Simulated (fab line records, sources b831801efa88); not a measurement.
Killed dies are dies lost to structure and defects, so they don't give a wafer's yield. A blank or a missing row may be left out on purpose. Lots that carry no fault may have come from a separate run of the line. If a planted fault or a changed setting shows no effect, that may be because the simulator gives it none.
Problem report in the 8D (eight disciplines) form, filled by code | flow sky130 | the parts of the form that need people (team, actions taken, sign-off) are left out

1. THE ISSUE
LI_CONTACT_W_RS at SKY_LI_CONTACT_RS_MEAS_22 reads a mean of 0.218 ohm/sq on 4 wafers of 3 lots; wafers without a fault read 0.285 ohm/sq with a standard deviation of 0.0032. Relative to the usual mean, that is a shift of -21 standard deviations.
The step: measures by four-point-probe.
First seen on wafer L498.4, day 35 13:34, on film_metro-01. The record holds 34 wafers of 12 lots with a number at this step. Rule for "out", or "out of limits": more than 4 standard deviations from the usual mean. The other wafers with a number count as sound.

2. WHAT IT IS, WHAT IT ISN'T
question                    | is                             | is not
which readings at this step | LI_CONTACT_W_RS                | -
which lots                  | L498, L500, L501               | L483, L485, L486, L488, L490, L491, L492, L493, L504
which wafers of those lots  | L498.4, L500.4, L500.5, L501.5 | L498.6, L500.3, L501.6
read on which gauges        | film_metro-01, film_metro-02   | film_metro-03
when                        | from day 35 13:34              | up to then (25 sound wafers); but 5 sound wafers of L500, L501, L504 came after

3. THE SUSPECTS, EACH WITH WHAT RULES IT OUT
Counting: any tool at a process step up to the reading remains a suspect provided it ran every lot that is out. Sound lots after the first of them don't rule it out here, since some wafers of a struck lot are sound.
- the gauge at SKY_LI_CONTACT_RS_MEAS_22 is ruled out. The wafers that are out were read on 2 gauges (film_metro-01, film_metro-02).
- cvd_w-01 at SKY_LI_CONTACT_CVD_21 (deposits W, target thk 400 nm, time 120.56 s): kept. It processed each lot that is out (first: L498, day 35 13:25); up to then, its last sound lot is L493 (day 32 22:52).
The count leaves cvd_w-01 at SKY_LI_CONTACT_CVD_21.

4. THE CAUSE (what the simulator had put in)
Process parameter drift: cvd_w-01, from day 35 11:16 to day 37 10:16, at SKY_LI_CONTACT_CVD_21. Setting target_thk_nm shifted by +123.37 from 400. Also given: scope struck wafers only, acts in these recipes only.
Only this tool survived the counting.

5. THE EFFECT CHAIN, in route order
Each row: a reading whose mean over the struck wafers that have a number lies more than 3 standard deviations from the usual. Only readings whose record carries a usual standard deviation are examined. hours: median over the lots of the time between each lot's start at the first step of this table that gives one and its start at this step. sigmas: the change, counted in usual standard deviations.
hours | step                       | reading            | usual        | on struck wafers | change | sigmas
0     | SKY_LI_CONTACT_RS_MEAS_22  | LI_CONTACT_W_RS    | 0.285 ohm/sq | 0.218            | -0.067 | -21
0     | SKY_LI_CONTACT_THK_MEAS_23 | LI_CONTACT_W_THK   | 384 nm       | 497              | +113   | +21
0     | SKY_LI_CONTACT_CMP_24      | time_to_endpoint_s | 99 s         | 130              | +31    | +4.6
The process steps in it:
- SKY_LI_CONTACT_CMP_24: polishes, stops on PSG, t overpolish 20 s, target thk 0 nm.
Later measuring or inspecting steps at which every struck wafer that the step has a row for has a number for every such reading, and none has moved that far: SKY_LOCAL_INTERCONNECT_OVL_MEAS_12.

6. HOW IT WOULD HAVE BEEN CAUGHT EARLIER
In this record the first reading out of limits at a measuring or inspecting step was taken at day 35 13:34, 2 hours after the fault began at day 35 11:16.
An alarm limit of 4 standard deviations would not have fired on the tool readings at SKY_LI_CONTACT_CVD_21 for which the record gives a usual standard deviation, since none of them was out on any struck wafer.
L501, L500, from the lots that are out (3), started SKY_LI_CONTACT_CVD_21 on cvd_w-01 later than day 35 13:34. A hold on the tool at that time would have spared those 2.
